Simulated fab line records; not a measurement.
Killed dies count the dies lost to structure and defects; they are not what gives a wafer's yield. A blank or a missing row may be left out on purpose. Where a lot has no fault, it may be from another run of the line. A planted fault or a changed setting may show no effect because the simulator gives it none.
Matching of chambers	flow gf180mcu	GF_V2_CMP_26 on cmp-02: 4 sister chambers
The step polishes, stops on SiO2, t overpolish 15 s, target thk 0 nm. 8 wafers are shown with their chamber, then 7 later ones without.

## EACH WAFER AND ITS CHAMBER
wafer	chamber	time-to-endpoint-s (s)	motor-current-A (A)
L156.2	2	86	10.2
L160.1	3	87	9.4
L160.6	1	91	10.5
L170.1	0	83	10.3
L170.2	3	80	10.2
L170.4	2	81	10.8
L173.2	1	87	10.3
L173.4	0	81	10.1

## WAFERS WHOSE CHAMBER IS MISSING
wafer	time-to-endpoint-s (s)	motor-current-A (A)
L173.5	83	10.0
L174.1	82	11.5
L174.2	83	9.9
L174.3	85	10.4
L175.1	86	10.8
L175.2	87	11.0
L175.3	83	10.0

## EACH ONE'S CHAMBER
wafer	from the rows above	in truth
L173.5	can't be placed: 3 or 0 or 2 or 1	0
L174.1	can't be placed: 2 or 0 or 1 or 3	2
L174.2	can't be placed: 3 or 0 or 2 or 1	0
L174.3	can't be placed: 2 or 0 or 1 or 3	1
L175.1	can't be placed: 2 or 1 or 0 or 3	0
L175.2	can't be placed: 2 or 1 or 0 or 3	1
L175.3	can't be placed: 3 or 0 or 2 or 1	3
Correctly placed: 0 of 7. Cannot be placed on the basis of these rows: 7; the candidates contain the true chamber in 7. Wrongly placed: 0.
How it was worked out, from the rows above alone: a wafer's distance from a chamber is the root of the sum, over the readings, of the square of ((its reading less the chamber's mean) divided by the reading's scatter). If the next closest chamber is less than 2 further off than the closest, the wafer can't be placed; otherwise it belongs to the closest. The mean given for a chamber averages the wafers shown for that chamber. The scatter: take each reading less its chamber's mean, square it, sum over the shown wafers, divide by the number of wafers less the number of chambers, and take the root.
